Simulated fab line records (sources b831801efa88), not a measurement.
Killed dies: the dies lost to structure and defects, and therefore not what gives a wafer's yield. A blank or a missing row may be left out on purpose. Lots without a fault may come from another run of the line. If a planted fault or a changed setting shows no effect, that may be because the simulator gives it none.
Which tool did it? | flow sky130 | 13 lots, 39 wafers sampled, at 4 steps of a route of 708

== WHAT EACH GAUGE READ, for each wafer ==
SKY_METAL2_RS_MEAS_05: a four-point-probe measurement. Usual: for METAL2_ALCU_RS the level is 0.1262 ohm/sq and the standard deviation is 0.0014.
lot  | measured     | on            | METAL2_ALCU_RS (ohm/sq)                   | flag
L617 | day 34 17:59 | film metro-02 | 0.1273 0.1283 0.1286                      |
L618 | day 34 21:48 | film metro-02 | 0.1295 0.1267 0.1284                      |
L619 | day 35 01:47 | film metro-03 | 0.1268 0.1260 0.1252                      |
L620 | day 35 06:33 | film metro-02 | 0.1280 0.1273 0.1284                      |
L621 | day 35 19:15 | film metro-02 | 0.1268 0.1284 0.1291                      |
L622 | day 35 20:15 | film metro-01 | 0.1238 0.1267 0.1265                      |
L623 | day 36 06:05 | film metro-03 | 0.1265 0.1262 0.1283                      |
L624 | day 36 17:05 | film metro-01 | 0.1272 0.1267 0.1278                      |
L625 | day 36 20:06 | film metro-01 | 0.1263 0.1260 0.1261                      |
L626 | day 37 17:47 | film metro-01 | 0.1244 0.1257 0.1248                      |
L627 | day 37 19:02 | film metro-03 | 0.1262 0.1254 0.1263                      |
L632 | day 39 01:07 | film metro-02 | 0.4046 0.4114 0.4107 0.4050 0.4113 0.4109 | OFF
L635 | day 39 20:01 | film metro-01 | 0.4156 0.4095 0.4061 0.4148 0.4091 0.4057 | OFF

== WHAT TOOL EACH LOT RAN ON (gives the tool, then ch and the chambers of the sampled wafers, and finally the start) ==
lot  | SKY_METAL2_SPUTTER_00        | SKY_METAL2_SPUTTER_02        | SKY_METAL2_SPUTTER_03
L617 | pvd sputter-01, day 34 17:50 | pvd sputter-01, day 34 17:53 | pvd sputter-01, day 34 17:55
L618 | pvd sputter-01, day 34 21:38 | pvd sputter-01, day 34 21:41 | pvd sputter-01, day 34 21:43
L619 | pvd sputter-02, day 35 01:39 | pvd sputter-02, day 35 01:42 | pvd sputter-02, day 35 01:44
L620 | pvd sputter-01, day 35 06:25 | pvd sputter-01, day 35 06:28 | pvd sputter-01, day 35 06:29
L621 | pvd sputter-02, day 35 19:05 | pvd sputter-02, day 35 19:08 | pvd sputter-02, day 35 19:10
L622 | pvd sputter-04, day 35 20:05 | pvd sputter-04, day 35 20:08 | pvd sputter-04, day 35 20:10
L623 | pvd sputter-02, day 36 05:56 | pvd sputter-02, day 36 05:59 | pvd sputter-02, day 36 06:01
L624 | pvd sputter-01, day 36 16:54 | pvd sputter-01, day 36 16:57 | pvd sputter-01, day 36 16:58
L625 | pvd sputter-02, day 36 19:56 | pvd sputter-02, day 36 19:59 | pvd sputter-02, day 36 20:01
L626 | pvd sputter-04, day 37 17:38 | pvd sputter-04, day 37 17:41 | pvd sputter-04, day 37 17:43
L627 | pvd sputter-04, day 37 18:54 | pvd sputter-04, day 37 18:56 | pvd sputter-04, day 37 18:58
L632 | pvd sputter-04, day 39 00:58 | pvd sputter-04, day 39 01:01 | pvd sputter-04, day 39 01:02
L635 | pvd sputter-04, day 39 19:53 | pvd sputter-04, day 39 19:56 | pvd sputter-04, day 39 19:58
- SKY_METAL2_SPUTTER_00: material Ti, target thk 15 nm, time 10 s.
- SKY_METAL2_SPUTTER_02: material AlCu, target thk 250 nm, time 13.3 s.
- SKY_METAL2_SPUTTER_03: material Ti, target thk 5 nm, time 3.3 s.

== AS READ BY THE TOOLS THEMSELVES (means over the sampled wafers that have a number; for cases with no such wafer, the mark the record gives instead) ==
SKY_METAL2_SPUTTER_00. Usual: 30.1 % for throttle valve pct, sd 0.95.
lot  | tool           | throttle valve pct (%) | flag
L617 | pvd sputter-01 | 29.5                   |
L618 | pvd sputter-01 | 30.2                   |
L619 | pvd sputter-02 | 30.1                   |
L620 | pvd sputter-01 | 29.5                   |
L621 | pvd sputter-02 | 29.7                   |
L622 | pvd sputter-04 | 30.6                   |
L623 | pvd sputter-02 | 30.6                   |
L624 | pvd sputter-01 | 29.0                   |
L625 | pvd sputter-02 | 29.0                   |
L626 | pvd sputter-04 | 30.5                   |
L627 | pvd sputter-04 | 30.2                   |
L632 | pvd sputter-04 | 29.9                   |
L635 | pvd sputter-04 | 30.2                   |

SKY_METAL2_SPUTTER_02. Usual: 30.1 % for throttle valve pct, sd 0.91.
lot  | tool           | throttle valve pct (%) | flag
L617 | pvd sputter-01 | 29.4                   |
L618 | pvd sputter-01 | 30.1                   |
L619 | pvd sputter-02 | 30.0                   |
L620 | pvd sputter-01 | 29.7                   |
L621 | pvd sputter-02 | 29.6                   |
L622 | pvd sputter-04 | 30.5                   |
L623 | pvd sputter-02 | 30.7                   |
L624 | pvd sputter-01 | 29.0                   |
L625 | pvd sputter-02 | 29.0                   |
L626 | pvd sputter-04 | 30.6                   |
L627 | pvd sputter-04 | 30.2                   |
L632 | pvd sputter-04 | 29.7                   |
L635 | pvd sputter-04 | 30.2                   |

SKY_METAL2_SPUTTER_03. Usual: 30.1 % for throttle valve pct, sd 0.93.
lot  | tool           | throttle valve pct (%) | flag
L617 | pvd sputter-01 | 29.6                   |
L618 | pvd sputter-01 | 30.0                   |
L619 | pvd sputter-02 | 30.0                   |
L620 | pvd sputter-01 | 29.5                   |
L621 | pvd sputter-02 | 29.9                   |
L622 | pvd sputter-04 | 30.6                   |
L623 | pvd sputter-02 | 30.6                   |
L624 | pvd sputter-01 | 28.9                   |
L625 | pvd sputter-02 | 29.0                   |
L626 | pvd sputter-04 | 30.6                   |
L627 | pvd sputter-04 | 30.3                   |
L632 | pvd sputter-04 | 29.6                   |
L635 | pvd sputter-04 | 30.1                   |

== THE ANSWER, worked out from the rows above alone ==
Rule: a lot counts as off when the mean over its wafers that have a number is more than 3 standard deviations away from the usual mean. A lot without any number at a reading at which 4 lots or more have one is off too. Any other lot the step has rows for is counted as sound. After the gauges, taken in route order, come the tools' own readings; for these a lot's mean is taken, as printed above. The first step at which some lot is off is used, and at that step the reading that is off furthest; a lot without a number counts as furthest.
Off: L632, L635, at SKY_METAL2_RS_MEAS_05 (METAL2_ALCU_RS).
If a tool, at a process step before that reading, ran all the lots that are off and no sound lot after the first of them, it fits. The gauges at SKY_METAL2_RS_MEAS_05 are tried like those tools. One fits: pvd sputter-04 at SKY_METAL2_SPUTTER_00 and SKY_METAL2_SPUTTER_02 and SKY_METAL2_SPUTTER_03. At SKY_METAL2_SPUTTER_00 its last sound lot is L627 (day 37 18:54), its first lot that is off L632 (day 39 00:58): a fault that began between those two fits.

== WHAT WAS PUT IN BY THE SIMULATOR ==
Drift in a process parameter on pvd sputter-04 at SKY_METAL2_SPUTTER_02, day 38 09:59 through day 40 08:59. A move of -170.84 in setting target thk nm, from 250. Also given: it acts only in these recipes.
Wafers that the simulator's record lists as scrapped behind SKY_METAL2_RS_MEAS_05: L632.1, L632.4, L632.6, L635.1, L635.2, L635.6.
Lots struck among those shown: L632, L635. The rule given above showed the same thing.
